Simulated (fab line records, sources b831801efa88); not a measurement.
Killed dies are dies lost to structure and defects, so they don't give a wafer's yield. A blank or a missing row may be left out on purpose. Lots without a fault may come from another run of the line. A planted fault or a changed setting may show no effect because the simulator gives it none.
fab line records | flow sky130
record lots=12 wafers=34 last_day=52
route steps=708 shown SD_P@327 METAL2@486 VIA2@507
lots that met no fault: from a run of the same line without faults
start_h: hours from the record's first day to the start of the lot's first wafer shown | wait_h: hours since the lot's step before | " the same as in the row above | L1.1+2: a row that stands for several wafers | - no value, or no start given | * or withheld: withheld | < > ~ a bound
route shown NAME@n: a module of which the file shows steps, and the number in the route of the first | usual: mean/standard deviation of fault-free wafers | same: alike in all rows | chamber/n: place in a boat | sites: the reading at each site | _std_site: their standard deviation | _edge_site: outer sites' mean less inner sites' | radius_mm: how far each site lies from the wafer's centre | mask NAME#n: copy n | behind: the tool/chamber that last shaped the wafer | hold: why the lot was held/for how many hours/how that ended | device: the transistor (n, p or np) that didn't switch | end of line: the same wafers' tests at the end of the route | a step without rows: its recipe alone | killed: dies lost to structure and defects at the first sort, not the wafer's yield | map: a wafer's dies, x killed, . not, _ none there
set.NAME: the setting as run; set.NAME@STEP: as run at that earlier step | model.NAME: the simulator's own value behind a step, which no gauge read
steps of the route over a sample of lots; a table a step, a row a wafer
services: from which hour (start_h, from the record's first day; less than 0 if before it) a tool's chamber was out of use, for how many hours, and why
## steps
# step SKY_SD_P_CD_MEAS_07
# recipe target_cd_nm=380
# usual cd_nm=379.1/2.4
# columns lot.wafer tool chamber start_h wait_h cd_nm
L867.1 cd_sem-02 - 631.57 0.1 375.9
L867.4 " - " " 375.4
L867.5 " - " " 373.9
L868.2 cd_sem-02 - 636.29 0.1 376.7
L868.4 " - " " 374.7
L868.5 " - " " 377.2
L870.2 cd_sem-02 - 647.51 0.1 383.9
L870.4 " - " " 381.1
L870.6 " - " " 384.6
L872.1 cd_sem-02 - 652.02 0.1 378.2
L872.2 " - " " 378.8
L872.4 " - " " 379.0
L875.2 cd_sem-02 - 652.91 0.1 380.4
L875.4 " - " " 380.0
L875.6 " - " " 381.2
L874.1 cd_sem-02 - 653.01 0.2 378.3
L874.4 " - " " 376.3
L874.5 " - " " 376.6
L873.2 cd_sem-02 - 653.49 0.1 380.6
L873.4 " - " " 383.5
L873.6 " - " " 382.4
L881.3 cd_sem-01 - 803.78 0.1 376.6
L881.4 " - " " 378.8
L881.5 " - " " 376.4
L885.1 cd_sem-01 - 804.37 0.1 375.2
L885.5 " - " " 378.7
L884.1 cd_sem-01 - 806.54 0.1 377.3
L884.2 " - " " 378.7
L884.4 " - " " 375.7
L883.3 cd_sem-02 - 806.88 0.1 381.5
L883.5 " - " " 380.8
L886.1 cd_sem-02 - 808.39 0.1 379.7
L886.3 " - " " 380.1
L886.5 " - " " 380.8
# step SKY_SD_P_TW_MEAS_11
# usual SD_P_TW=2827/46
# columns lot.wafer tool chamber start_h wait_h SD_P_TW
L867.1 film_metro-03 - 631.97 0.1 2791
L867.4 " - " " 2785
L867.5 " - " " 2799
L868.2 film_metro-04 - 636.69 0.1 2819
L868.4 " - " " 2825
L868.5 " - " " 2818
L870.2 film_metro-03 - 647.91 0.1 2800
L870.4 " - " " 2805
L870.6 " - " " 2788
L872.1 film_metro-03 - 652.42 0.1 2799
L872.2 " - " " 2798
L872.4 " - " " 2801
L875.2 film_metro-03 - 653.31 0.1 2801
L875.4 " - " " 2801
L875.6 " - " " 2792
L874.1 film_metro-04 - 653.42 0.1 2824
L874.4 " - " " 2835
L874.5 " - " " 2833
L873.2 film_metro-02 - 653.89 0.1 2871
L873.4 " - " " 2877
L873.6 " - " " 2884
L881.3 film_metro-03 - 804.17 0.1 2750
L881.4 " - " " 2758
L881.5 " - " " 2759
L885.1 film_metro-02 - 804.77 0.1 2876
L885.5 " - " " 2865
L884.1 film_metro-03 - 806.95 0.1 2774
L884.2 " - " " 2771
L884.4 " - " " 2764
L883.3 film_metro-02 - 807.27 0.1 2862
L883.5 " - " " 2884
L886.1 film_metro-03 - 808.80 0.1 2764
L886.3 " - " " 2777
L886.5 " - " " 2775
# step SKY_METAL2_SPUTTER_03
# recipe material=Ti target_thk_nm=5 power_w=3000 time_s=3.3 chamber_pressure_pa=0.4
# usual throttle_valve_pct=29.4/0.98
# columns lot.wafer tool chamber start_h wait_h throttle_valve_pct
L867.1 pvd_sputter-01 - 836.44 0.0 29.1
L867.4 " - " " 29.7
L867.5 " - " " 28.3
L868.2 pvd_sputter-02 - 840.59 0.0 30.0
L868.4 " - " " 30.1
L868.5 " - " " 30.2
L870.2 pvd_sputter-02 - 852.21 0.0 28.5
L870.4 " - " " 29.7
L870.6 " - " " 30.4
L872.1 pvd_sputter-02 - 856.34 0.0 30.0
L872.2 " - " " 30.7
L872.4 " - " " 28.5
L875.2 pvd_sputter-01 - 856.43 0.0 28.8
L875.4 " - " " 29.3
L875.6 " - " " 28.1
L874.1 pvd_sputter-02 - 856.78 0.0 29.8
L874.4 " - " " 28.2
L874.5 " - " " 30.1
L873.2 pvd_sputter-04 - 857.06 0.0 29.7
L873.4 " - " " 32.7
L873.6 " - " " 29.2
L881.3 pvd_sputter-02 - 997.92 0.0 30.6
L881.4 " - " " 30.2
L881.5 " - " " 30.0
L885.1 pvd_sputter-01 - 998.87 0.0 28.9
L885.5 " - " " 28.5
L884.1 pvd_sputter-04 - 999.38 0.0 29.4
L884.2 " - " " 32.4
L884.4 " - " " 29.2
L883.3 pvd_sputter-01 - 1001.70 0.0 28.7
L883.5 " - " " 29.8
L886.1 pvd_sputter-04 - 1002.39 0.0 29.3
L886.3 " - " " 32.6
L886.5 " - " " 29.8
# step SKY_VIA2_HDPCVD_00
# recipe material=SiO2 target_thk_nm=1180 sigma_open_frac=0.3 time_s=196.7 temp_c=400 sih4_flow_sccm=60 pressure_mtorr=6
# usual run_length_s=224.4/0.42 sih4_flow_sccm=60.03/0.19
# columns lot.wafer tool chamber start_h wait_h run_length_s sih4_flow_sccm
L867.1 hdpcvd-02 2 864.62 0.0 223.9 59.93
L867.4 " 2 " " 223.9 59.89
L867.5 " 0 " " 224.0 60.04
L868.2 hdpcvd-01 1 868.39 0.0 224.4 60.10
L868.4 " 2 " " 224.1 60.01
L868.5 " 1 " " 224.4 59.81
L870.2 hdpcvd-01 0 880.63 0.0 224.4 59.95
L870.4 " 1 " " 224.4 60.20
L870.6 " 2 " " 223.4 60.29
L872.1 hdpcvd-02 2 884.57 0.0 224.1 59.83
L872.2 " 1 " " 225.0 59.91
L872.4 " 0 " " 224.0 60.25
L875.2 hdpcvd-01 2 884.76 0.0 224.0 60.06
L875.4 " 0 " " 224.2 59.83
L875.6 " 1 " " 224.5 59.84
L874.1 hdpcvd-02 0 885.11 0.0 224.5 60.15
L874.4 " 1 " " 224.8 60.14
L874.5 " 2 " " 224.6 60.25
L873.2 hdpcvd-01 1 886.09 0.0 224.5 59.79
L873.4 " 2 " " 224.1 59.68
L873.6 " 0 " " 224.1 59.82
L881.3 hdpcvd-02 1 1024.10 0.0 224.5 60.00
L881.4 " 1 " " 225.0 60.08
L881.5 " 2 " " 223.8 60.17
L884.1 hdpcvd-02 2 1025.58 0.0 224.0 60.16
L884.2 " 0 " " 224.5 59.94
L884.4 " 1 " " 225.0 59.96
L883.3 hdpcvd-01 2 1028.68 0.0 223.8 59.94
L883.5 " 2 " " 214.1 60.01
L886.1 hdpcvd-02 2 1029.04 0.0 224.3 59.92
L886.3 " 1 " " 224.6 60.08
L886.5 " 2 " " 224.8 60.02
L885.1 hdpcvd-01 2 1035.89 0.0 223.7 60.06
L885.5 " 2 " " 214.2 60.05
# step SKY_VIA2_THK_MEAS_01
# recipe reads=SiO2_of_VIA2_HDPCVD_00
# usual VIA2_HDPCVD_THK=1172/13
# columns lot.wafer tool chamber start_h wait_h VIA2_HDPCVD_THK[nm]
L867.1 film_metro-02 - 864.74 0.1 1164
L867.4 " - " " 1175
L867.5 " - " " 1172
L868.2 film_metro-01 - 868.53 0.1 1166
L868.4 " - " " 1165
L868.5 " - " " 1170
L870.2 film_metro-04 - 880.76 0.1 1177
L870.4 " - " " 1193
L870.6 " - " " 1177
L872.1 film_metro-02 - 884.70 0.1 1177
L872.2 " - " " 1181
L872.4 " - " " 1167
L875.2 film_metro-01 - 884.90 0.1 1190
L875.4 " - " " 1156
L875.6 " - " " 1178
L874.1 film_metro-04 - 885.23 0.1 1161
L874.4 " - " " 1177
L874.5 " - " " 1161
L873.2 film_metro-04 - 886.23 0.1 1178
L873.4 " - " " 1181
L873.6 " - " " 1167
L881.3 film_metro-01 - 1024.24 0.1 1179
L881.4 " - " " 1173
L881.5 " - " " 1165
L884.1 film_metro-02 - 1025.71 0.1 1168
L884.2 " - " " 1184
L884.4 " - " " 1189
L883.3 film_metro-04 - 1028.83 0.1 1160
L883.5 " - " " 1103
L886.1 film_metro-01 - 1029.16 0.1 1173
L886.3 " - " " 1180
L886.5 " - " " 1174
L885.1 film_metro-04 - 1036.01 0.1 1164
L885.5 " - " " 1129
## services
# columns tool chamber start_h hours kind
hdpcvd-01 - 819.59 0.7 repair
hdpcvd-01 0 850.39 9.4 repair
hdpcvd-02 - 851.88 4.3 pm
hdpcvd-02 - 905.91 3.2 repair
hdpcvd-02 1 926.74 3.7 repair
pvd_sputter-02 - 937.61 0.6 repair
pvd_sputter-04 - 938.79 2.2 repair
hdpcvd-02 - 950.29 15.0 pm
hdpcvd-02 0 950.29 15.0 vent_cycle
hdpcvd-02 1 950.29 15.0 vent_cycle
hdpcvd-02 2 950.29 15.0 vent_cycle
hdpcvd-02 0 965.29 - clean
hdpcvd-02 1 965.29 - clean
hdpcvd-02 2 965.29 - clean
pvd_sputter-02 - 980.89 4.8 repair
pvd_sputter-01 - 990.40 2.7 repair
hdpcvd-01 - 1005.28 0.8 repair
pvd_sputter-02 - 1016.92 1.2 repair
pvd_sputter-04 - 1035.67 1.0 repair
## key
first_sign step=SKY_VIA2_HDPCVD_00 reading=run_length_s direction=down sigmas=24 usual=* struck=*
effect step=SKY_VIA2_THK_MEAS_01 reading=VIA2_HDPCVD_THK direction=down sigmas=4.5 usual=1172 struck=1116
met_at SKY_VIA2_HDPCVD_00
struck_lots L883,L885
struck_wafers L883.5,L885.5
not_acting_at SKY_SD_P_CD_MEAS_07,SKY_SD_P_TW_MEAS_11,SKY_METAL2_SPUTTER_03
onset_between 886.09 1028.68
fault kind=process_parameter_drift tool=hdpcvd-01 chamber=- onset_h=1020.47 steps=SKY_VIA2_HDPCVD_00 channel=time_s offset=* shape=step end_h=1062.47 scope=struck_wafers_only acts_in=* stated=*
